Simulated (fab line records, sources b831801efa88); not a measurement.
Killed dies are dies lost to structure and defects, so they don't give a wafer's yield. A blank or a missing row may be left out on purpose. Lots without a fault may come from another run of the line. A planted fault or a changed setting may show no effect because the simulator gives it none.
A struck lot beside a sound one | flow gf180mcu | 37 steps out of a route of 602
Sound: wafers L389.2, L389.3, L389.6. Struck: wafer L398.3. (L398.4, L398.6 of the same lot were not struck and are left out.) The cause comes at the end.
At each step with rows: each side's tool, then ch and its chambers, then its first start. Under that, the readings that differ: sound wafers | struck wafers | difference of the means | sigmas: that difference in standard deviations of wafers without a fault.
alike: readings whose means differ by less than 2 such deviations, and words and numbers that are the same on both sides. not compared: withheld readings, readings that some wafer has no value for, bounds like >300 that may hide the same value, and numbers for which the record gives no deviation and whose values overlap.
The two part at a step that has a row with sigmas, a row that says differs or no value, or rows on one side only. Numbers that don't overlap but have no deviation are shown without sigmas and don't part them. A reading that every wafer of one side lacks parts them only if that side has two wafers or more.

first, 1 step without rows for these wafers: GF_M5_DEVELOP_06 (develop time 60 s).
GF_M5_CD_MEAS_07: target cd 280 nm.
  sound on cd_sem-02, day 26 07:12; struck on cd_sem-01, day 28 20:49
  alike: cd_nm
GF_M5_OVL_MEAS_08:
  sound on overlay-01, day 26 07:19; struck on overlay-01, day 28 20:54
  alike: M5_OVL
GF_M5_ETCH_09: etches Si3N4 in CF4/O2, target depth 52 nm, time 11.6 s.
  sound on rie_diel-03 ch 0,1, day 26 07:20; struck on rie_diel-01 ch 2, day 28 20:56
  alike: drypump_motor_current_A, oes_product_au, throttle_valve_pct
  not compared: rf_hours_counter_h
then, 1 step without rows for these wafers: GF_M5_METAL_ETCH_10 (etches the open film in Cl2/BCl3, stops on SiO2, target depth 627.5 nm, time 101.5 s).
GF_M5_STRIP_11: strips in O2/N2.
  sound on plasma_asher-04 ch 0,1, day 26 07:28; struck on plasma_asher-04 ch 0, day 28 21:06
  alike: drypump_motor_current_A, heater_power_w, oes_product_au, strip_time_to_endpoint_s
  not compared: rf_hours_counter_h
then, 3 steps without rows for these wafers: GF_M5_STRIP_12 (strips in post etch residue remover, time 1200 s); GF_M5_CLEAN_13 (cleans in DIW); GF_V5_CVD_00 (deposits SiO2, target thk 300 nm, time 50 s).
GF_V5_THK_MEAS_01:
  sound on film_metro-04, day 26 08:04; struck on film_metro-02, day 28 21:40
  alike: V5_CVD_00_THK
GF_V5_CVD_02: deposits SiO2 from TEOS, target thk 1450 nm, time 163.28 s.
  sound on pecvd-01 ch 0,1, day 26 08:07; struck on pecvd-04 ch 1, day 28 21:42
  alike: heater_power_w
GF_V5_THK_MEAS_03:
  sound on film_metro-04, day 26 08:14; struck on film_metro-04, day 28 21:50
  alike: V5_CVD_02_THK
GF_V5_CMP_04: polishes SiO2.
  sound on cmp-02 ch 0,1, day 26 08:17; struck on cmp-02 ch 0, day 28 21:52
  reading                             | sound             | struck | difference | sigmas
  model.SiO2_of_V5_CVD_02.thk_nm (nm) | 854.4 853.5 853.5 | 939.8  | +86.0      |
  alike: head_pressure_psi, motor_current_A
GF_V5_BOW_MEAS_05:
  sound on film_metro-02, day 26 08:36; struck on film_metro-04, day 28 22:13
  alike: V5_BOW
then, 8 steps without rows for these wafers: GF_V5_DEHYDRATE_06 (time 60 s); GF_V5_HMDS_07 (prime time 60 s); GF_V5_COAT_08; GF_V5_COAT_09 (resist thk 1000 nm); GF_V5_SOFTBAKE_10 (time 60 s); GF_V5_EXPOSE_11 (exposes mask Via5, target cd 260 nm); GF_V5_PEB_12 (peb time 90 s); GF_V5_DEVELOP_13 (develop time 60 s).
GF_V5_CD_MEAS_14: target cd 260 nm.
  sound on cd_sem-02, day 27 05:21; struck on cd_sem-01, day 29 17:19
  alike: cd_nm
GF_V5_OVL_MEAS_15:
  sound on overlay-01, day 27 05:28; struck on overlay-02, day 29 17:25
  alike: V5_OVL
GF_V5_ETCH_16: etches BARC in N2/H2.
  sound on rie_diel-01 ch 0,2,3, day 27 05:29; struck on rie_diel-04 ch 1, day 29 17:26
  alike: drypump_motor_current_A, oes_product_au, throttle_valve_pct
GF_V5_ETCH_17: etches SiO2 in C4F8/O2/Ar, stops on TiN, target depth 855 nm.
  sound on rie_diel-01 ch 0,2,3; struck on rie_diel-04 ch 1
  reading                        | sound             | struck | difference | sigmas
  oes_product_au (a.u.)          | 0.858 0.859 0.860 | 0.901  | +0.042     | +9
  model.etch.depth_nm (nm)       | 854.4 853.5 853.5 | 939.8  | +86.0      |
  model.V5.feature_depth_nm (nm) | 854.4 853.5 853.5 | 939.8  | +86.0      |
then, 3 steps without rows for these wafers: GF_V5_STRIP_18 (strips in O2/N2); GF_V5_STRIP_19 (strips in post etch residue remover, time 1200 s); GF_V5_CLEAN_20 (cleans in DIW).
GF_V5_SPUTTER_21: material Ti, target thk 15 nm, time 80.02 s.
  sound on pvd_sputter-03, day 27 06:20; struck on pvd_sputter-02, day 29 18:11
  alike: throttle_valve_pct
then, 2 steps without rows for these wafers: GF_V5_SPUTTER_22 (material TiN, target thk 10 nm, time 40 s); GF_V5_CVD_23 (deposits W, target thk 350 nm, time 104.9 s).
GF_V5_RS_MEAS_24: measures by four-point-probe.
  sound on film_metro-03, day 27 06:34; struck on film_metro-03, day 29 18:27
  alike: V5_W_RS
GF_V5_THK_MEAS_25: measures by xrf.
  sound on film_metro-03, day 27 06:41; struck on film_metro-03, day 29 18:33
  alike: V5_W_THK
GF_V5_CMP_26: polishes, stops on SiO2, t overpolish 15 s, target thk 0 nm.
  sound on cmp-02 ch 0,1,3, day 27 06:50; struck on cmp-02 ch 0, day 29 18:35
  reading                             | sound             | struck | difference | sigmas
  model.SiO2_of_V5_CVD_02.thk_nm (nm) | 850.6 849.7 849.7 | 936    | +86        |
  alike: head_pressure_psi, motor_current_A
then, 1 step without rows for these wafers: GF_TOP_METAL_SPUTTER_00 (material Ti, target thk 37.5 nm, time 150 s).
GF_PASSIVATION_PROBE_99:
  the record has rows for the sound wafers here (prober-02, day 29 02:24) and none for the struck ones

WHERE THEY PART
First at GF_V5_ETCH_17; last, within this record, at GF_PASSIVATION_PROBE_99.

WHY: what the simulator had put in
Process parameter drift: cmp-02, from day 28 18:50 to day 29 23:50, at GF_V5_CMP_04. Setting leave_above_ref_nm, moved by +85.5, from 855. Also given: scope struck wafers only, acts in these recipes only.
